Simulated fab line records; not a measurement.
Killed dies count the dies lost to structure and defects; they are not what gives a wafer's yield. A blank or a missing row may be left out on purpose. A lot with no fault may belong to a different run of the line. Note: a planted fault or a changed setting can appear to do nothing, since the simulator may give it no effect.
Which of the tools did it? :: flow sky130 :: Sampling: 11 lots, 33 wafers, 4 of 708 route steps

WHAT EACH GAUGE READ, for each wafer
SKY_SONOS_ONO_CD_MEAS_13: target cd 410 nm. Usual: cd nm reads 409.9 nm (standard deviation 2.1).
lot: L706
measured: day 14 05:10
on: cd sem-01
cd nm (nm): 412.1 411.5 413.4
flag: 

lot: L709
measured: day 15 02:56
on: cd sem-02
cd nm (nm): 410.4 411.1 412.5
flag: 

lot: L711
measured: day 16 00:27
on: cd sem-02
cd nm (nm): 408.1 407.9 408.1
flag: 

lot: L710
measured: day 15 19:24
on: cd sem-01
cd nm (nm): 408.0 413.0 407.5
flag: 

lot: L712
measured: day 16 00:07
on: cd sem-02
cd nm (nm): 410.5 411.4 411.0
flag: 

lot: L713
measured: day 16 01:41
on: cd sem-01
cd nm (nm): 408.7 408.9 407.3
flag: 

lot: L714
measured: day 16 14:11
on: cd sem-02
cd nm (nm): 410.5 410.1 408.9
flag: 

lot: L718
measured: day 17 16:16
on: cd sem-01
cd nm (nm): 359.1 312.0 269.7
flag: OFF

lot: L719
measured: day 17 20:49
on: cd sem-02
cd nm (nm): 411.7 410.6 412.2
flag: 

lot: L720
measured: day 18 04:01
on: cd sem-01
cd nm (nm): 409.5 410.7 408.1
flag: 

lot: L727
measured: day 20 13:43
on: cd sem-01
cd nm (nm): 407.1 409.3 410.0
flag: 

SKY_GATE_OXIDE_THK_MEAS_02. Usual: GATE_OXIDE_OXIDATION_00_THK gives 10.31 nm (standard deviation 0.15).
lot: L706
measured: day 14 07:32
on: film metro-02
GATE_OXIDE_OXIDATION_00_THK (nm): 10.23 10.13 10.13
flag: 

lot: L709
measured: day 15 04:48
on: film metro-01
GATE_OXIDE_OXIDATION_00_THK (nm): 10.44 10.41 10.45
flag: 

lot: L711
measured: day 16 03:04
on: film metro-04
GATE_OXIDE_OXIDATION_00_THK (nm): 10.21 10.06 10.27
flag: 

lot: L710
measured: day 15 21:29
on: film metro-01
GATE_OXIDE_OXIDATION_00_THK (nm): 10.28 10.34 10.31
flag: 

lot: L712
measured: day 16 02:00
on: film metro-01
GATE_OXIDE_OXIDATION_00_THK (nm): 10.47 10.51 10.52
flag: 

lot: L713
measured: day 16 04:28
on: film metro-04
GATE_OXIDE_OXIDATION_00_THK (nm): 10.08 10.26 10.22
flag: 

lot: L714
measured: day 16 17:50
on: film metro-02
GATE_OXIDE_OXIDATION_00_THK (nm): 10.31 10.44 10.36
flag: 

lot: L718
measured: day 17 18:10
on: film metro-02
GATE_OXIDE_OXIDATION_00_THK (nm): 10.13
flag: 

lot: L719
measured: day 18 00:54
on: film metro-04
GATE_OXIDE_OXIDATION_00_THK (nm): 10.32 10.25 10.25
flag: 

lot: L720
measured: day 18 06:00
on: film metro-02
GATE_OXIDE_OXIDATION_00_THK (nm): 10.10 10.25 10.12
flag: 

lot: L727
measured: day 20 16:35
on: film metro-01
GATE_OXIDE_OXIDATION_00_THK (nm): 10.39 10.49 10.13
flag: 

WHAT TOOL EACH LOT RAN ON (gives the tool, then ch and the chambers of the sampled wafers, and finally the start)
lot: L706
SKY_FIELD_ISO_STRIP_16: plasma asher-01 ch 0,1, day 2 16:47
SKY_SONOS_ONO_EXPOSE_10: iline stepper-02 ch 0, day 13 16:22

lot: L709
SKY_FIELD_ISO_STRIP_16: plasma asher-03 ch 0,1, day 3 07:21
SKY_SONOS_ONO_EXPOSE_10: iline stepper-01 ch 0, day 14 15:06

lot: L711
SKY_FIELD_ISO_STRIP_16: plasma asher-03 ch 0,1, day 3 17:58
SKY_SONOS_ONO_EXPOSE_10: iline stepper-01 ch 0, day 15 10:22

lot: L710
SKY_FIELD_ISO_STRIP_16: plasma asher-04 ch 0,1, day 3 18:38
SKY_SONOS_ONO_EXPOSE_10: iline stepper-02 ch 0, day 15 05:59

lot: L712
SKY_FIELD_ISO_STRIP_16: plasma asher-01 ch 0,1, day 4 02:23
SKY_SONOS_ONO_EXPOSE_10: iline stepper-02 ch 0, day 15 10:04

lot: L713
SKY_FIELD_ISO_STRIP_16: plasma asher-04 ch 0,1, day 4 02:44
SKY_SONOS_ONO_EXPOSE_10: iline stepper-02 ch 0, day 15 11:48

lot: L714
SKY_FIELD_ISO_STRIP_16: plasma asher-04 ch 0,1, day 4 10:38
SKY_SONOS_ONO_EXPOSE_10: iline stepper-02 ch 0, day 16 00:17

lot: L718
SKY_FIELD_ISO_STRIP_16: plasma asher-04 ch 0,1, day 5 13:12
SKY_SONOS_ONO_EXPOSE_10: iline stepper-02 ch 0, day 17 02:16

lot: L719
SKY_FIELD_ISO_STRIP_16: plasma asher-03 ch 0,1, day 5 13:34
SKY_SONOS_ONO_EXPOSE_10: iline stepper-01 ch 0, day 17 07:26

lot: L720
SKY_FIELD_ISO_STRIP_16: plasma asher-04 ch 0,1, day 5 20:11
SKY_SONOS_ONO_EXPOSE_10: iline stepper-01 ch 0, day 17 13:40

lot: L727
SKY_FIELD_ISO_STRIP_16: plasma asher-01 ch 0,1, day 7 09:05
SKY_SONOS_ONO_EXPOSE_10: iline stepper-02 ch 0, day 19 22:42
- SKY_FIELD_ISO_STRIP_16: strips in O2/N2.
- SKY_SONOS_ONO_EXPOSE_10: exposes mask ONOM, target cd 410 nm.

WHAT THE TOOLS THEMSELVES READ (means of the sampled wafers that have a number; where no wafer has one, the mark that the record gives instead)
SKY_FIELD_ISO_STRIP_16. Usual: drypump motor current A 5.8 A, standard deviation 0.39; o2 flow sccm 3000 sccm, standard deviation 7.8; oes product au 0.378 a.u., standard deviation 0.005; strip time to endpoint s 3.56 s, standard deviation 0.035.
lot: L706
tool: plasma asher-01
drypump motor current A (A): 6.0
o2 flow sccm (sccm): 2998
oes product au (a.u.): 0.375
strip time to endpoint s (s): 3.54
flag: 

lot: L709
tool: plasma asher-03
drypump motor current A (A): 6.4
o2 flow sccm (sccm): 3002
oes product au (a.u.): 0.381
strip time to endpoint s (s): 3.57
flag: 

lot: L711
tool: plasma asher-03
drypump motor current A (A): 6.4
o2 flow sccm (sccm): 3002
oes product au (a.u.): 0.384
strip time to endpoint s (s): 3.62
flag: 

lot: L710
tool: plasma asher-04
drypump motor current A (A): 5.8
o2 flow sccm (sccm): 3004
oes product au (a.u.): 0.378
strip time to endpoint s (s): 3.56
flag: 

lot: L712
tool: plasma asher-01
drypump motor current A (A): 5.7
o2 flow sccm (sccm): 2999
oes product au (a.u.): 0.382
strip time to endpoint s (s): 3.61
flag: 

lot: L713
tool: plasma asher-04
drypump motor current A (A): 5.5
o2 flow sccm (sccm): 3007
oes product au (a.u.): 0.385
strip time to endpoint s (s): 3.57
flag: 

lot: L714
tool: plasma asher-04
drypump motor current A (A): 5.8
o2 flow sccm (sccm): 3002
oes product au (a.u.): 0.375
strip time to endpoint s (s): 3.55
flag: 

lot: L718
tool: plasma asher-04
drypump motor current A (A): 5.8
o2 flow sccm (sccm): 3002
oes product au (a.u.): 0.381
strip time to endpoint s (s): 3.60
flag: 

lot: L719
tool: plasma asher-03
drypump motor current A (A): 6.3
o2 flow sccm (sccm): 2995
oes product au (a.u.): 0.383
strip time to endpoint s (s): 3.57
flag: 

lot: L720
tool: plasma asher-04
drypump motor current A (A): 5.6
o2 flow sccm (sccm): 2997
oes product au (a.u.): 0.378
strip time to endpoint s (s): 3.52
flag: 

lot: L727
tool: plasma asher-01
drypump motor current A (A): 5.7
o2 flow sccm (sccm): 2994
oes product au (a.u.): 0.381
strip time to endpoint s (s): 3.57
flag: 

SKY_SONOS_ONO_EXPOSE_10. Usual: exposure dose mJ cm2 151.72, standard deviation 0.13; focus offset nm 0.0 nm, standard deviation 0.43.
lot: L706
tool: iline stepper-02
exposure dose mJ cm2: 151.68
focus offset nm (nm): -0.1
flag: 

lot: L709
tool: iline stepper-01
exposure dose mJ cm2: 151.80
focus offset nm (nm): 0.0
flag: 

lot: L711
tool: iline stepper-01
exposure dose mJ cm2: 151.84
focus offset nm (nm): -0.1
flag: 

lot: L710
tool: iline stepper-02
exposure dose mJ cm2: 151.50
focus offset nm (nm): -0.3
flag: 

lot: L712
tool: iline stepper-02
exposure dose mJ cm2: 151.63
focus offset nm (nm): -0.2
flag: 

lot: L713
tool: iline stepper-02
exposure dose mJ cm2: 151.60
focus offset nm (nm): -0.3
flag: 

lot: L714
tool: iline stepper-02
exposure dose mJ cm2: 151.82
focus offset nm (nm): 0.9
flag: 

lot: L718
tool: iline stepper-02
exposure dose mJ cm2: 134.97
focus offset nm (nm): -0.2
flag: OFF

lot: L719
tool: iline stepper-01
exposure dose mJ cm2: 151.64
focus offset nm (nm): 0.0
flag: 

lot: L720
tool: iline stepper-01
exposure dose mJ cm2: 151.64
focus offset nm (nm): 0.3
flag: 

lot: L727
tool: iline stepper-02
exposure dose mJ cm2: 151.69
focus offset nm (nm): 0.1
flag: 

THE ANSWER, worked out from the rows above alone
Rule: a lot is off if the mean of its wafers that have a number lies more than 3 standard deviations from the usual mean. A lot without any number at a reading at which 4 lots or more have one is off too. All remaining lots with rows at the step are treated as sound. Order of review: gauges by route order, followed by the tools' own readings, for which a lot's mean as printed above is used. The first step at which some lot is off is used, and at that step the reading that is off furthest; a lot without a number counts as furthest.
Off: L718 (SKY_SONOS_ONO_CD_MEAS_13, cd nm).
A tool fits if, at a process step before that reading, it ran every lot that is off, and no sound lot after the first of them. Not tried: the gauges at SKY_SONOS_ONO_CD_MEAS_13; whatever is off there is also off at SKY_SONOS_ONO_EXPOSE_10, on other tools, and gauge error can't account for it. Not one of the candidates tried fits.

WHAT THE SIMULATOR HAD PUT IN
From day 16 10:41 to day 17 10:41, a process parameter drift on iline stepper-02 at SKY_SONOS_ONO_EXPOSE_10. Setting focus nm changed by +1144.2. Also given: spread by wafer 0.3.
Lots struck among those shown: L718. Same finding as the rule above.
